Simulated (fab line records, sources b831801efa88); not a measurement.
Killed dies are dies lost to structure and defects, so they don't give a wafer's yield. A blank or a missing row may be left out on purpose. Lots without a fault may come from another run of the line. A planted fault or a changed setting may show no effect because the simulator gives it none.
Which tool did it? | flow sky130 | 14 lots, 42 wafers sampled, at 6 steps of a route of 708

WHAT THE GAUGES READ, wafer by wafer
SKY_GATE_OXIDE_TW_MEAS_14. Usual: GATE_OXIDE_TW 225.7, standard deviation 1.6.
lot  | measured     | on            | GATE_OXIDE_TW     | flag
L577 | day 14 04:34 | film_metro-04 | 226.9 226.7 227.1 |
L579 | day 14 16:55 | film_metro-04 | 226.4 224.7 225.4 |
L581 | day 16 07:37 | film_metro-01 | 225.8 227.5 227.1 |
L583 | day 16 11:46 | film_metro-03 | 223.4 224.8 224.7 |
L582 | day 16 12:11 | film_metro-01 | 226.7 226.3 225.8 |
L584 | day 16 18:54 | film_metro-01 | 227.0 227.0 225.9 |
L585 | day 17 02:36 | film_metro-01 | 226.7 225.0 225.6 |
L586 | day 17 11:28 | film_metro-04 | 226.0 226.2 225.0 |
L589 | day 18 16:57 | film_metro-04 | 226.5 226.3 225.5 |
L588 | day 19 00:16 | film_metro-03 | 222.3 221.9 222.7 |
L593 | day 20 03:22 | film_metro-04 | 227.0 226.8 227.8 |
L595 | day 20 16:19 | film_metro-03 | 224.7 223.6 223.2 |
L598 | day 21 12:34 | film_metro-04 | 227.3 226.0 227.1 |
L599 | day 22 00:00 | film_metro-03 | 224.5 225.3 224.7 |

SKY_RES_XHIGH_TW_MEAS_09. Usual: RES_XHIGH_TW 1655, standard deviation 19.
lot  | measured     | on            | RES_XHIGH_TW   | flag
L577 | day 27 01:49 | film_metro-03 | 1643 1639 1644 |
L579 | day 27 17:39 | film_metro-01 | 1664 1673 1664 |
L581 | day 29 08:19 | film_metro-01 | 1673 1668 1679 |
L583 | day 29 12:26 | film_metro-02 | 1669 1663 1664 |
L582 | day 29 10:41 | film_metro-03 | 1624 1626 1627 |
L584 | day 29 20:40 | film_metro-03 | 1629 1627 1629 |
L585 | day 30 03:21 | film_metro-01 | 31 31 31       | OFF
L586 | day 30 10:37 | film_metro-01 | 31 31 31       | OFF
L589 | day 31 10:01 | film_metro-01 | 1680 1682 1678 |
L588 | day 31 18:28 | film_metro-03 | 1652 1640 1644 |
L593 | day 32 16:40 | film_metro-01 | 1669 1667 1668 |
L595 | day 33 03:58 | film_metro-03 | 1644 1635 1648 |
L598 | day 33 20:47 | film_metro-03 | 1633 1636 1648 |
L599 | day 34 09:30 | film_metro-03 | 1637 1639 1645 |

WHICH TOOL RAN EACH LOT (tool, then ch and the chambers of the sampled wafers, then the start)
lot  | SKY_LDD_P_STRIP_10                   | SKY_POLY_CUT_STRIP_12                | SKY_SD_P_STRIP_10                    | SKY_RES_XHIGH_STRIP_08
L577 | plasma_asher-04 ch 0, day 19 13:07   | plasma_asher-02 ch 0,1, day 24 15:36 | plasma_asher-03 ch 0, day 25 21:01   | plasma_asher-02 ch 1, day 27 01:42
L579 | plasma_asher-03 ch 0,1, day 20 03:10 | plasma_asher-02 ch 0,1, day 25 07:03 | plasma_asher-03 ch 0,1, day 26 12:40 | plasma_asher-02 ch 0,1, day 27 17:33
L581 | plasma_asher-04 ch 0,1, day 21 21:26 | plasma_asher-03 ch 0,1, day 26 22:28 | plasma_asher-04 ch 0,1, day 28 03:35 | plasma_asher-01 ch 0,1, day 29 08:13
L583 | plasma_asher-04 ch 0,1, day 22 03:19 | plasma_asher-03 ch 0,1, day 27 03:59 | plasma_asher-01 ch 0,1, day 28 08:00 | plasma_asher-03 ch 0,1, day 29 12:20
L582 | plasma_asher-03 ch 0,1, day 22 02:06 | plasma_asher-02 ch 0,1, day 27 02:26 | plasma_asher-03 ch 0,1, day 28 06:12 | plasma_asher-02 ch 0,1, day 29 10:36
L584 | plasma_asher-02 ch 0,1, day 22 11:08 | plasma_asher-04 ch 0,1, day 27 11:43 | plasma_asher-04 ch 0,1, day 28 16:46 | plasma_asher-03 ch 0,1, day 29 20:34
L585 | plasma_asher-04 ch 0,1, day 22 18:26 | plasma_asher-03 ch 0, day 27 19:00   | plasma_asher-03 ch 0,1, day 28 23:43 | plasma_asher-03 ch 0,1, day 30 03:15
L586 | plasma_asher-03 ch 0,1, day 23 02:16 | plasma_asher-03 ch 0,1, day 28 03:13 | plasma_asher-01 ch 0,1, day 29 06:44 | plasma_asher-02 ch 0,1, day 30 10:30
L589 | plasma_asher-02 ch 0,1, day 24 03:43 | plasma_asher-04 ch 0,1, day 29 01:58 | plasma_asher-01 ch 0,1, day 30 06:31 | plasma_asher-02 ch 0,1, day 31 09:55
L588 | plasma_asher-02 ch 0,1, day 24 12:34 | plasma_asher-04 ch 0, day 29 10:12   | plasma_asher-01 ch 0,1, day 30 14:05 | plasma_asher-02 ch 0, day 31 18:22
L593 | plasma_asher-03 ch 0,1, day 25 12:49 | plasma_asher-03 ch 0,1, day 30 09:54 | plasma_asher-01 ch 0,1, day 31 13:29 | plasma_asher-01 ch 0,1, day 32 16:34
L595 | plasma_asher-04 ch 0,1, day 25 23:15 | plasma_asher-04 ch 0,1, day 30 20:44 | plasma_asher-01 ch 0,1, day 32 01:02 | plasma_asher-01 ch 0,1, day 33 03:53
L598 | plasma_asher-03 ch 0,1, day 26 20:06 | plasma_asher-02 ch 0,1, day 31 15:08 | plasma_asher-01 ch 0,1, day 32 17:58 | plasma_asher-03 ch 0,1, day 33 20:41
L599 | plasma_asher-03 ch 0,1, day 27 06:04 | plasma_asher-03 ch 0,1, day 32 02:12 | plasma_asher-03 ch 0,1, day 33 06:13 | plasma_asher-01 ch 0,1, day 34 09:24
- SKY_LDD_P_STRIP_10: strips in O2/N2.
- SKY_POLY_CUT_STRIP_12: strips in O2/N2.
- SKY_SD_P_STRIP_10: strips in O2/N2.
- SKY_RES_XHIGH_STRIP_08: strips in O2/N2.

WHAT THE TOOLS THEMSELVES READ (means of the sampled wafers that have a number; where no wafer has one, the mark that the record gives instead)
SKY_LDD_P_STRIP_10. Usual: chamber_pressure_mTorr 1500.1 mTorr, standard deviation 1.4; drypump_motor_current_A 6.00 A, standard deviation 0.25; oes_product_au 0.715 a.u., standard deviation 0.0048; strip_time_to_endpoint_s 14.18 s, standard deviation 0.04.
lot  | tool            | chamber_pressure_mTorr (mTorr) | drypump_motor_current_A (A) | oes_product_au (a.u.) | strip_time_to_endpoint_s (s) | flag
L577 | plasma_asher-04 | 1499.1                         | 5.99                        | 0.715                 | 14.15                        |
L579 | plasma_asher-03 | 1499.6                         | 6.20                        | 0.717                 | 14.17                        |
L581 | plasma_asher-04 | 1501.3                         | 5.71                        | 0.716                 | 14.18                        |
L583 | plasma_asher-04 | 1500.4                         | 5.69                        | 0.711                 | 14.20                        |
L582 | plasma_asher-03 | 1500.0                         | 6.24                        | 0.712                 | 14.17                        |
L584 | plasma_asher-02 | 1500.0                         | 5.82                        | 0.712                 | 14.15                        |
L585 | plasma_asher-04 | 1500.3                         | 5.71                        | 0.714                 | 14.18                        |
L586 | plasma_asher-03 | 1500.4                         | 6.24                        | 0.715                 | 14.15                        |
L589 | plasma_asher-02 | 1500.6                         | 5.78                        | 0.719                 | 14.22                        |
L588 | plasma_asher-02 | 1500.4                         | 5.78                        | 0.710                 | 14.18                        |
L593 | plasma_asher-03 | 1500.6                         | 6.17                        | 0.718                 | 14.16                        |
L595 | plasma_asher-04 | 1499.1                         | 5.84                        | 0.722                 | 14.20                        |
L598 | plasma_asher-03 | 1500.8                         | 6.24                        | 0.719                 | 14.16                        |
L599 | plasma_asher-03 | 1500.3                         | 6.20                        | 0.719                 | 14.26                        |

SKY_POLY_CUT_STRIP_12. Usual: chamber_pressure_mTorr 1500.0 mTorr, standard deviation 1.3; drypump_motor_current_A 5.91 A, standard deviation 0.25; oes_product_au 0.451 a.u., standard deviation 0.0043; strip_time_to_endpoint_s 5.349 s, standard deviation 0.018.
lot  | tool            | chamber_pressure_mTorr (mTorr) | drypump_motor_current_A (A) | oes_product_au (a.u.) | strip_time_to_endpoint_s (s) | flag
L577 | plasma_asher-02 | 1500.2                         | 5.78                        | 0.456                 | 5.366                        |
L579 | plasma_asher-02 | 1499.5                         | 5.79                        | 0.452                 | 5.348                        |
L581 | plasma_asher-03 | 1499.9                         | 6.24                        | 0.453                 | 5.363                        |
L583 | plasma_asher-03 | 1498.0                         | 6.22                        | 0.452                 | 5.356                        |
L582 | plasma_asher-02 | 1499.7                         | 5.79                        | 0.451                 | 5.311                        |
L584 | plasma_asher-04 | 1499.2                         | 5.71                        | 0.450                 | 5.360                        |
L585 | plasma_asher-03 | 1500.2                         | 6.19                        | 0.451                 | 5.347                        |
L586 | plasma_asher-03 | 1500.0                         | 6.24                        | 0.457                 | 5.354                        |
L589 | plasma_asher-04 | 1500.5                         | 5.69                        | 0.455                 | 5.363                        |
L588 | plasma_asher-04 | 1500.3                         | 5.98                        | 0.456                 | 5.352                        |
L593 | plasma_asher-03 | 1499.6                         | 6.20                        | 0.445                 | 5.363                        |
L595 | plasma_asher-04 | 1499.3                         | 5.85                        | 0.449                 | 5.347                        |
L598 | plasma_asher-02 | 1501.0                         | 5.79                        | 0.453                 | 5.353                        |
L599 | plasma_asher-03 | 1499.5                         | 6.20                        | 0.447                 | 5.370                        |

SKY_SD_P_STRIP_10. Usual: chamber_pressure_mTorr 1500.0 mTorr, standard deviation 1.4; drypump_motor_current_A 5.7 A, standard deviation 0.49; oes_product_au 0.618 a.u., standard deviation 0.0043; strip_time_to_endpoint_s 17.49 s, standard deviation 0.037.
lot  | tool            | chamber_pressure_mTorr (mTorr) | drypump_motor_current_A (A) | oes_product_au (a.u.) | strip_time_to_endpoint_s (s) | flag
L577 | plasma_asher-03 | 1500.2                         | 6.1                         | 0.616                 | 17.51                        |
L579 | plasma_asher-03 | 1500.7                         | 6.2                         | 0.618                 | 17.43                        |
L581 | plasma_asher-04 | 1500.6                         | 5.9                         | 0.616                 | 17.53                        |
L583 | plasma_asher-01 | 1500.9                         | 5.3                         | 0.620                 | 17.48                        |
L582 | plasma_asher-03 | 1501.0                         | 6.2                         | 0.617                 | 17.48                        |
L584 | plasma_asher-04 | 1501.1                         | 5.7                         | 0.621                 | 17.46                        |
L585 | plasma_asher-03 | -                              | -                           | -                     | -                            | OFF
L586 | plasma_asher-01 | -                              | -                           | -                     | -                            | OFF
L589 | plasma_asher-01 | 1499.1                         | 5.3                         | 0.618                 | 17.52                        |
L588 | plasma_asher-01 | 1501.1                         | 5.3                         | 0.619                 | 17.44                        |
L593 | plasma_asher-01 | 1499.5                         | 5.1                         | 0.617                 | 17.50                        |
L595 | plasma_asher-01 | 1498.6                         | 5.3                         | 0.618                 | 17.53                        |
L598 | plasma_asher-01 | 1500.2                         | 5.3                         | 0.616                 | 17.54                        |
L599 | plasma_asher-03 | 1500.5                         | 6.2                         | 0.622                 | 17.53                        |

SKY_RES_XHIGH_STRIP_08. Usual: chamber_pressure_mTorr 1500.1 mTorr, standard deviation 1.6; drypump_motor_current_A 5.6 A, standard deviation 0.45; oes_product_au 0.711 a.u., standard deviation 0.0042; strip_time_to_endpoint_s 14.29 s, standard deviation 0.041.
lot  | tool            | chamber_pressure_mTorr (mTorr) | drypump_motor_current_A (A) | oes_product_au (a.u.) | strip_time_to_endpoint_s (s) | flag
L577 | plasma_asher-02 | 1500.6                         | 5.8                         | 0.711                 | 14.29                        |
L579 | plasma_asher-02 | 1500.8                         | 5.8                         | 0.710                 | 14.30                        |
L581 | plasma_asher-01 | 1500.3                         | 5.1                         | 0.711                 | 14.32                        |
L583 | plasma_asher-03 | 1499.4                         | 6.2                         | 0.713                 | 14.22                        |
L582 | plasma_asher-02 | 1499.9                         | 5.8                         | 0.710                 | 14.24                        |
L584 | plasma_asher-03 | 1499.8                         | 6.2                         | 0.712                 | 14.27                        |
L585 | plasma_asher-03 | 1500.2                         | 6.2                         | 0.715                 | 31.39                        | OFF
L586 | plasma_asher-02 | 1499.5                         | 5.8                         | 0.717                 | 31.29                        | OFF
L589 | plasma_asher-02 | 1498.6                         | 5.8                         | 0.715                 | 14.29                        |
L588 | plasma_asher-02 | 1499.1                         | 5.8                         | 0.708                 | 14.30                        |
L593 | plasma_asher-01 | 1500.4                         | 5.1                         | 0.709                 | 14.27                        |
L595 | plasma_asher-01 | 1497.9                         | 5.1                         | 0.716                 | 14.24                        |
L598 | plasma_asher-03 | 1500.3                         | 6.3                         | 0.714                 | 14.32                        |
L599 | plasma_asher-01 | 1499.8                         | 5.2                         | 0.708                 | 14.33                        |

THE ANSWER, worked out from the rows above alone
Rule: a lot is off if the mean of its wafers that have a number lies more than 3 standard deviations from the usual mean. A lot without any number at a reading at which 4 lots or more have one is off too. The other lots that the step has rows for count as sound. The gauges are gone through in route order, then the tools' own readings, and for those a lot's mean is taken as printed above. The first step at which some lot is off is used, and at that step the reading that is off furthest; a lot without a number counts as furthest.
Off: L585, L586, at SKY_RES_XHIGH_TW_MEAS_09 (RES_XHIGH_TW).
A tool fits if, at a process step before that reading, it ran every lot that is off, and no sound lot after the first of them. The gauges at SKY_RES_XHIGH_TW_MEAS_09 aren't tried: what is off there is off at SKY_SD_P_STRIP_10 too, on other tools, and a gauge's error can't cause that. None of those tried fits.

WHAT THE SIMULATOR HAD PUT IN
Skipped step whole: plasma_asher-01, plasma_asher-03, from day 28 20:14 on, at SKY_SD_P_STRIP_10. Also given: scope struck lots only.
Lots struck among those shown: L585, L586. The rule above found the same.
